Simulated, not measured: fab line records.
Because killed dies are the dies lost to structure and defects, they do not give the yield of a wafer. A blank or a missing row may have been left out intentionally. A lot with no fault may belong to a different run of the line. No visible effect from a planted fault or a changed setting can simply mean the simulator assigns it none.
8D (eight disciplines) problem report, filled in by code | flow sky130 | the parts of the form that need people (team, actions taken, sign-off) are left out

## 1. THE PROBLEM
Mean of cd_nm at SKY_SD_P_CD_MEAS_07: 353.9 nm across 2 wafers in 2 lots; on wafers with no fault it is 381.2 nm (standard deviation 2.6). That puts it -10 standard deviations away from the usual mean.
The step: target cd 380 nm.
First seen on wafer L799.3, day 32 21:24, on cd_sem-02. At this step, 36 wafers from 13 lots have a number in the record. Rule for "out", or "out of limits": more than 4 standard deviations from the usual mean. The other wafers with a number count as sound.

## 2. WHAT IT IS; WHAT IT IS NOT
question                    | is                   | is not
which readings at this step | cd_nm                | -
which lots                  | L799, L800           | L782, L783, L784, L786, L787, L788, L789, L790, L791, L792, L793
which wafers of those lots  | L799.3, L800.3       | L799.1
read on which gauges        | cd_sem-01, cd_sem-02 | -
when                        | from day 32 21:24    | up to then (34 sound wafers)

## 3. SUSPECTS, AND WHAT RULES EACH OUT
Counting: any tool at a process step up to the reading remains a suspect provided it ran every lot that is out. Sound lots after the first of them don't rule it out here, since some wafers of a struck lot are sound.
- ruled out: the gauge at SKY_SD_P_CD_MEAS_07. The wafers that are out were read on 2 gauges (cd_sem-01, cd_sem-02).
- iline_stepper-01 at SKY_SD_P_EXPOSE_04 (exposes mask PSDM, target cd 380 nm): kept. Every lot that is out went through it, the first being L799 (day 32 08:08); the last sound lot it ran before that was L790 (day 30 12:57).
After counting, what remains is iline_stepper-01 at SKY_SD_P_EXPOSE_04.

## 4. THE CAUSE (what the simulator had put in)
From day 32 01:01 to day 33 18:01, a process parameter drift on iline_stepper-01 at SKY_SD_P_EXPOSE_04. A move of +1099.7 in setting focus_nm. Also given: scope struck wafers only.
Only this tool survived the counting.

## 5. THE CHAIN OF EFFECTS, in route order
Each row: a reading whose mean over the struck wafers that have a number lies more than 3 standard deviations from the usual. Readings are gone through only where the record gives a usual standard deviation; hours: the median, over the lots, of the time from a lot's start at the first step in this table giving one to that lot's start at this step; sigmas: the change measured in usual standard deviations.
hours | step                | reading | usual    | on struck wafers | change | sigmas
0     | SKY_SD_P_CD_MEAS_07 | cd_nm   | 381.2 nm | 353.9            | -27.3  | -10
Later steps that measure or inspect, where all struck wafers having a row at the step show a number for every such reading and not one has moved that far: SKY_RES_XHIGH_TW_MEAS_09.

## 6. WHAT WOULD HAVE CAUGHT IT SOONER
In this record the first reading out of limits at a measuring or inspecting step was taken at day 32 21:24, 20 hours after the fault began at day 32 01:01.
The start of SKY_SD_P_EXPOSE_04 on iline_stepper-01 came by day 32 21:24 for every one of the lots that are out (2). Tool hold at that time: it would have spared none of them.
